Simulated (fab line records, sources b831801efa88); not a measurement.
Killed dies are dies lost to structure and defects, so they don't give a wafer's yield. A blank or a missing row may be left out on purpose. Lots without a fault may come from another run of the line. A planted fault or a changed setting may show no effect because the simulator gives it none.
A struck lot beside a sound one | flow sfq_line | 31 steps out of a route of 325
Sound: wafers L906.1, L906.5, L906.6. Struck: wafers L916.1, L916.2, L916.5. The cause comes at the end.
At each step with rows: each side's tool, then ch and its chambers, then its first start. Under that, the readings that differ: sound wafers | struck wafers | difference of the means | sigmas: that difference in standard deviations of wafers without a fault.
alike: readings whose means differ by less than 2 such deviations, and words and numbers that are the same on both sides. not compared: withheld readings, readings that some wafer has no value for, bounds like >300 that may hide the same value, and numbers for which the record gives no deviation and whose values overlap.
The two part at a step that has a row with sigmas, a row that says differs or no value, or rows on one side only. Numbers that don't overlap but have no deviation are shown without sigmas and don't part them. A reading that every wafer of one side lacks parts them only if that side has two wafers or more.

SFQ_INCOMING_BOW_MEAS_900:
  sound on film_metro-03, day 2 16:00; struck on film_metro-04, day 4 18:06
  alike: INCOMING_BOW
then, 1 step without rows for these wafers: SFQ_TRILAYER_INCOMING_OXIDATION_002 (target thk 500 nm, ox time 4939 s).
SFQ_TRILAYER_L0_DEP_SPUTTER_003: material MoNx KI, target thk 40 nm, time 100 s.
  sound on pvd_sputter-05, day 2 18:29; struck on pvd_sputter-06, day 4 20:35
  reading                                                  | sound             | struck            | difference | sigmas
  model.MoNx_KI_of_TRILAYER_L0_DEP_SPUTTER_003.thk_nm (nm) | 39.71 39.52 39.52 | 55.75 55.52 55.59 | +16.04     |
  alike: base_pressure_pa, throttle_valve_pct
SFQ_L0_RS_MEAS_901: measures by four-point-probe.
  sound on film_metro-01, day 2 18:34; struck on film_metro-03, day 4 20:57
  reading                | sound          | struck         | difference | sigmas
  L0_MONX_KI_RS (ohm/sq) | 43.9 44.0 44.1 | 31.2 31.4 31.3 | -12.7      | -32
  not compared: hold
SFQ_L0_THK_MEAS_902: measures by xrf.
  sound on film_metro-01, day 2 18:41; struck on film_metro-01, day 5 04:05
  reading             | sound          | struck         | difference | sigmas
  L0_MONX_KI_THK (nm) | 39.2 39.0 38.8 | 55.2 54.9 55.0 | +16.0      | +42
  not compared: hold
then, 5 steps without rows for these wafers: SFQ_TRILAYER_L0_LITHO_COAT_005 (resist thk 600 nm); SFQ_TRILAYER_L0_LITHO_SOFTBAKE_009; SFQ_TRILAYER_L0_LITHO_EXPOSE_006 (exposes mask L0, target cd 2000 nm); SFQ_TRILAYER_L0_LITHO_PEB_008 (peb time 60 s); SFQ_TRILAYER_L0_LITHO_DEVELOP_007 (time 60 s).
SFQ_TRILAYER_L0_BARC_OPEN_METAL_ETCH_010: etches BARC in O2, target depth 125 nm, time 41.7 s.
  sound on rie_metal-03 ch 0,1, day 3 22:23; struck on rie_metal-03 ch 0,1, day 5 23:41
  alike: drypump_motor_current_A, oes_product_au
  not compared: rf_hours_counter_h
SFQ_TRILAYER_L0_ETCH_METAL_ETCH_008: etches MoNx KI in SF6/O2, stops on SiO2, target depth 50 nm, time 25 s.
  sound on rie_metal-03 ch 0,1, day 3 22:27; struck on rie_metal-03 ch 0,1, day 5 23:45
  reading               | sound             | struck            | difference | sigmas
  oes_product_au (a.u.) | 0.870 0.867 0.878 | 1.007 1.008 1.015 | +0.138     | +23
  alike: drypump_motor_current_A
  not compared: rf_hours_counter_h
SFQ_TRILAYER_L0_STRIP_STRIP_009: strips in O2.
  sound on rie_metal-03 ch 0,1, day 3 22:30; struck on rie_metal-03 ch 0,1, day 5 23:48
  alike: drypump_motor_current_A, oes_product_au
  not compared: rf_hours_counter_h
then, 1 step without rows for these wafers: SFQ_TRILAYER_L0_STRIP_SOLV_CLEAN_010 (cleans in NMP, time 600 s).
SFQ_TRILAYER_L0_CAP_PECVD_011: deposits SiO2 from SiH4/N2O, time 13.333 s, target thk 60 nm.
  sound on pecvd-02 ch 0,1,2, day 3 23:16; struck on pecvd-02 ch 1,2, day 6 00:34
  alike: heater_power_w, throttle_valve_pct
  not compared: since_wet_clean_h
then, 6 steps without rows for these wafers: SFQ_TRILAYER_L0_VIA_LITHO_COAT_018 (resist thk 62 nm); SFQ_TRILAYER_L0_VIA_LITHO_COAT_013 (resist thk 650 nm); SFQ_TRILAYER_L0_VIA_LITHO_SOFTBAKE_017; SFQ_TRILAYER_L0_VIA_LITHO_EXPOSE_014 (exposes mask L0V, target cd 700 nm); SFQ_TRILAYER_L0_VIA_LITHO_PEB_016 (peb time 60 s); SFQ_TRILAYER_L0_VIA_LITHO_DEVELOP_015 (time 60 s).
-- the record jumps here: 3 days lie between the struck wafers' starts before and after --
SFQ_L0V_OVL_MEAS_903:
  sound on overlay-01, day 7 00:10; struck on overlay-01, day 9 06:55
  alike: L0V_OVL
SFQ_TRILAYER_L0_VIA_BARC_OPEN_VIA_ETCH_021: etches BARC in O2, target depth 125 nm, time 41.7 s.
  sound on rie_diel-03 ch 2,3, day 7 00:11; struck on rie_diel-01 ch 1,3, day 9 06:56
  alike: drypump_motor_current_A, oes_product_au
  not compared: rf_hours_counter_h
then, 1 step without rows for these wafers: SFQ_TRILAYER_L0_VIA_ETCH_VIA_ETCH_016 (etches SiO2 in CHF3, stops on MoNx KI, target depth 80 nm).
SFQ_TRILAYER_L0_VIA_STRIP_STRIP_017: strips in O2.
  sound on rie_metal-03 ch 0,1, day 7 00:17; struck on rie_metal-02 ch 0,1, day 9 07:02
  alike: drypump_motor_current_A, oes_product_au
  not compared: rf_hours_counter_h
then, 3 steps without rows for these wafers: SFQ_TRILAYER_L0_VIA_STRIP_SOLV_CLEAN_018 (cleans in NMP, time 600 s); SFQ_TRILAYER_M0_DEP_PRE_CLEAN_020 (time 15 s); SFQ_TRILAYER_M0_DEP_SPUTTER_019 (material Nb, target thk 200 nm, time 133.3 s).
SFQ_M0_RS_MEAS_904: measures by four-point-probe.
  sound on film_metro-04, day 7 01:10; struck on film_metro-04, day 9 07:55
  alike: M0_NB_RS
then, 1 step without rows for these wafers: SFQ_TRILAYER_M0_LITHO_COAT_026 (resist thk 62 nm).
-- the record jumps here: 73 days lie between the struck wafers' starts before and after --
SFQ_M8_BOW_MEAS_951:
  sound on film_metro-03, day 70 19:46; struck on film_metro-01, day 82 11:35
  reading                       | sound             | struck            | difference | sigmas
  model.etest.l0.ohm_sq         | 43.83 44.04 44.04 | 31.22 31.35 31.31 | -12.68     |
  model.etest.l0.comb_log10_ohm | 12 12 12          | 0 0 0             | -12        |
  alike: M8_BOW

WHERE THEY PART
First at SFQ_L0_RS_MEAS_901; last, within this record, at SFQ_TRILAYER_L0_ETCH_METAL_ETCH_008. Later steps at which nothing parts them and some readings are alike: SFQ_TRILAYER_L0_STRIP_STRIP_009, SFQ_TRILAYER_L0_CAP_PECVD_011, SFQ_L0V_OVL_MEAS_903, SFQ_TRILAYER_L0_VIA_BARC_OPEN_VIA_ETCH_021, SFQ_TRILAYER_L0_VIA_STRIP_STRIP_017, SFQ_M0_RS_MEAS_904, SFQ_M8_BOW_MEAS_951.

WHY: what the simulator had put in
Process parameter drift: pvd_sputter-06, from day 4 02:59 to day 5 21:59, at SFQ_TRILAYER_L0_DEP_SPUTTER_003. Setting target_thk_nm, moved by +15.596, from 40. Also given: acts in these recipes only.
